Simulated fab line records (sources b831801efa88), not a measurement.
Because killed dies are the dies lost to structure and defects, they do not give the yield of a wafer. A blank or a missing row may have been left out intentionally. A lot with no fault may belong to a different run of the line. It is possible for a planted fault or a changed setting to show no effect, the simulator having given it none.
2 desks looking at one fault :: flow gf180mcu :: each desk holds nothing but its own numbers, with what lay behind them at the end

## FROM THE METROLOGY DESK
Means of the sampled wafers that have a number, per lot and without regard to the tool the lot ran on: this is what the gauges read. A lot is out of limits, marked OUT, if its mean lies more than 4 standard deviations from the usual mean; the brackets give that distance.
Columns: A = M2_ALCU_RS at GF_M2_RS_MEAS_05, usual 0.0699 ohm/sq; B = M2_ALCU_THK at GF_M2_THK_MEAS_06, usual 453 nm; C = V2_CVD_02_THK at GF_V2_THK_MEAS_03, usual 852 nm; D = cd_nm at GF_V2_CD_MEAS_14, usual 259.9 nm
lot: L338
first seen here: day 17 23:01
A: 0.0678
B: 468
C: 857
D: 260.2

lot: L341
first seen here: day 19 10:11
A: 0.0691
B: 462
C: 838
D: 260.4

lot: L342
first seen here: day 19 20:10
A: 0.0701
B: 452
C: 840
D: 258.3

lot: L343
first seen here: day 20 11:16
A: 0.0705
B: 449
C: 714 (-13) OUT
D: 259.7

lot: L346
first seen here: day 21 21:10
A: 0.0694
B: 456
C: 630 (-20) OUT
D: 260.0

lot: L350
first seen here: day 22 17:53
A: 0.0689
B: 460
C: 858
D: 259.3

lot: L353
first seen here: day 23 20:17
A: 0.0698
B: 456
C: 859
D: 260.3

lot: L355
first seen here: day 24 08:05
A: 0.0709
B: 447
C: 849
D: 261.5

lot: L357
first seen here: day 25 02:33
A: 0.0707
B: 447
C: 848
D: 261.1

lot: L358
first seen here: day 25 06:49
A: 0.0703
B: 449
C: 859
D: 261.8

lot: L359
first seen here: day 26 03:39
A: 0.0691
B: 457
C: 864
D: 259.7

lot: L361
first seen here: day 26 07:29
A: 0.0711
B: 446
C: 857
D: 258.7
This desk's result: L343, L346 out of limits, first on L343 (V2_CVD_02_THK at GF_V2_THK_MEAS_03), day 21 11:26. In limits: L338, L341, L342, L350, L353, L355, L357, L358, L359, L361.

## TOOL OWNER'S DESK, pecvd-04
The tool's own readings at GF_V2_CVD_02 (deposits SiO2 from TEOS, target thk 850 nm, time 94.851 s): means of the sampled wafers that have a number, for each lot that ran on this tool. A lot is out of limits, marked OUT, if its mean lies more than 4 standard deviations from the usual mean; the brackets give that distance.
Columns: A = heater_power_outer_w at GF_V2_CVD_02, usual 393 W; B = heater_power_w at GF_V2_CVD_02, usual 691 W
lot: L341
first seen here: day 20 12:08
A: 372
B: 631

lot: L342
first seen here: day 20 21:34
A: 354
B: 619

lot: L343
first seen here: day 21 11:21
A: 359
B: 605

lot: L346
first seen here: day 22 22:10
A: 368
B: 605

lot: L357
first seen here: day 26 00:28
A: 343
B: 619
This desk found nothing out of limits on any of the 5 lots.

## PUT TOGETHER
The metrology desk could have raised an alarm at day 21 11:26, on L343, L346.
The desk of the tool owner found nothing out of limits.
The tool owner's desk has L343, L346 on record, within its limits.
GF_V2_CVD_02 was run on pecvd-04 by each of the lots named.

## WHAT THE SIMULATOR HAD INSERTED
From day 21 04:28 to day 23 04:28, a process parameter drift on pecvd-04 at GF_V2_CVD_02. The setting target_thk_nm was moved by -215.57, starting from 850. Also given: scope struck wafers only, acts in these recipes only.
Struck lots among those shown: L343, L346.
Per desk, hours elapsed from the start of the fault to the first reading out of limits: for the metrology desk, 7.
